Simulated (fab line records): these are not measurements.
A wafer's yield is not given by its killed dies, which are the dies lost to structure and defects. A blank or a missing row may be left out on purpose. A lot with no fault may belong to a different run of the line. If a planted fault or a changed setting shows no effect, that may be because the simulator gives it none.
Shared-tool check	flow gf180mcu	Sample size 13 lots and 39 wafers

THE REASON FOR OPENING IT
2 of 13 lots carry a flag on the reading NWELL_RS at GF_VT_IMPLANT_RS_MEAS_47. No-fault wafers: 486.9 ohm/sq, standard deviation 1.2.
Rule: a lot is flagged when every wafer of it that has a number lies more than 4 standard deviations from that mean, or none has a number. As for the other lots, they are considered sound.

lot	measured	on	NWELL_RS (ohm/sq), wafer by wafer	flag
L617	day 7 14:45	film-metro-02	488.7 489.5 489.9	
L619	day 8 06:14	film-metro-01	486.5 486.2 486.6	
L622	day 9 00:37	film-metro-02	486.5 486.2 487.1	
L625	day 9 20:58	film-metro-01	476.3 474.6 474.8	FLAGGED
L626	day 10 07:25	film-metro-02	473.9 475.0 475.9	FLAGGED
L630	day 11 07:14	film-metro-02	487.7 487.2 488.9	
L631	day 11 11:17	film-metro-01	487.7 486.0 486.0	
L633	day 12 02:04	film-metro-01	485.2 484.7 485.0	
L635	day 12 13:02	film-metro-01	486.0 486.2 486.5	
L636	day 12 18:35	film-metro-04	488.7 488.5 487.8	
L637	day 13 11:38	film-metro-02	487.3 487.7 487.7	
L638	day 13 13:40	film-metro-04	484.8 486.8 487.4	
L639	day 13 14:56	film-metro-01	484.8 484.4 484.8	
The mean of the flagged lots' numbers is 475.1 ohm/sq, -11.8 ohm/sq from the usual (-10 standard deviations).

LOT BY LOT: THE TOOL USED
The record holds 2 process steps before the reading, out of a route of 602 steps. Cell contents, in order: the tool; ch with the chambers the sampled wafers went through; the start.
lot	flag	GF_STI_CMP_25	GF_NWELL_IMPLANT_09
L617		cmp-02 ch 0,3, day 2 04:19	implanter-03 ch 0, day 3 07:28
L619		cmp-02 ch 0,1,2, day 2 15:04	implanter-03 ch 0, day 3 20:05
L622		cmp-02 ch 1,2,3, day 3 05:54	implanter-02 ch 0, day 4 11:22
L625	FLAGGED	cmp-02 ch 0,1,3, day 3 20:49	implanter-03 ch 0, day 5 03:44
L626	FLAGGED	cmp-01 ch 0,2,3, day 4 03:53	implanter-03 ch 0, day 5 11:10
L630		cmp-02 ch 2,3, day 4 23:35	implanter-01 ch 0, day 6 07:40
L631		cmp-02 ch 0,2,3, day 5 03:16	implanter-02 ch 0, day 6 11:40
L633		cmp-02 ch 0,1,3, day 5 14:01	implanter-02 ch 0, day 6 23:29
L635		cmp-01 ch 1,2, day 6 00:17	implanter-02 ch 0, day 7 09:10
L636		cmp-01 ch 2,3, day 6 05:27	implanter-03 ch 0, day 7 15:14
L637		cmp-01 ch 0,2,3, day 6 10:12	implanter-03 ch 0, day 7 20:26
L638		cmp-01 ch 1,2,3, day 6 17:23	implanter-03 ch 0, day 8 04:38
L639		cmp-01 ch 2,3, day 6 22:05	implanter-03 ch 0, day 8 09:08
What these steps do:
- GF_STI_CMP_25: polishes, stops on Si3N4, t overpolish 33 s, target thk 524.6 nm.
- GF_NWELL_IMPLANT_09
- GF_VT_IMPLANT_RS_MEAS_47: measures by four-point-probe.

FLAGGED OVER TOTAL, TOOL BY TOOL (the gauges that took the reading come last)
step	tool	lots run	flagged	share of the flagged lots	sound lots run after its first flagged lot
GF_STI_CMP_25	cmp-01	6	1	some	5 (L635,L636,L637,L638,L639)
GF_STI_CMP_25	cmp-02	7	1	some	3 (L630,L631,L633)
GF_NWELL_IMPLANT_09	implanter-01	1	0	none	-
GF_NWELL_IMPLANT_09	implanter-02	4	0	none	-
GF_NWELL_IMPLANT_09	implanter-03	8	2	all	4 (L636,L637,L638,L639)
GF_VT_IMPLANT_RS_MEAS_47	film-metro-01	6	1	some	4 (L631,L633,L635,L639)
GF_VT_IMPLANT_RS_MEAS_47	film-metro-02	5	1	some	2 (L630,L637)
GF_VT_IMPLANT_RS_MEAS_47	film-metro-04	2	0	none	-

WHAT THE TABLE ALLOWS
In the table, 1 row covers all flagged lots: implanter-03 at GF_NWELL_IMPLANT_09.
- implanter-03 at GF_NWELL_IMPLANT_09 ran 8 lots, 2 of them flagged. Sound lots ran on it after the first flagged one (L636, L637, L638, L639), which a lasting fault on the whole tool wouldn't allow. Its own readings lie more than 4 standard deviations out on every wafer of the flagged lots: dose-ions-cm2, faraday-current-uA.
None of the table's rows ran every flagged lot and, after the first, no sound lot.

WHAT THE SIMULATOR HAD INSERTED
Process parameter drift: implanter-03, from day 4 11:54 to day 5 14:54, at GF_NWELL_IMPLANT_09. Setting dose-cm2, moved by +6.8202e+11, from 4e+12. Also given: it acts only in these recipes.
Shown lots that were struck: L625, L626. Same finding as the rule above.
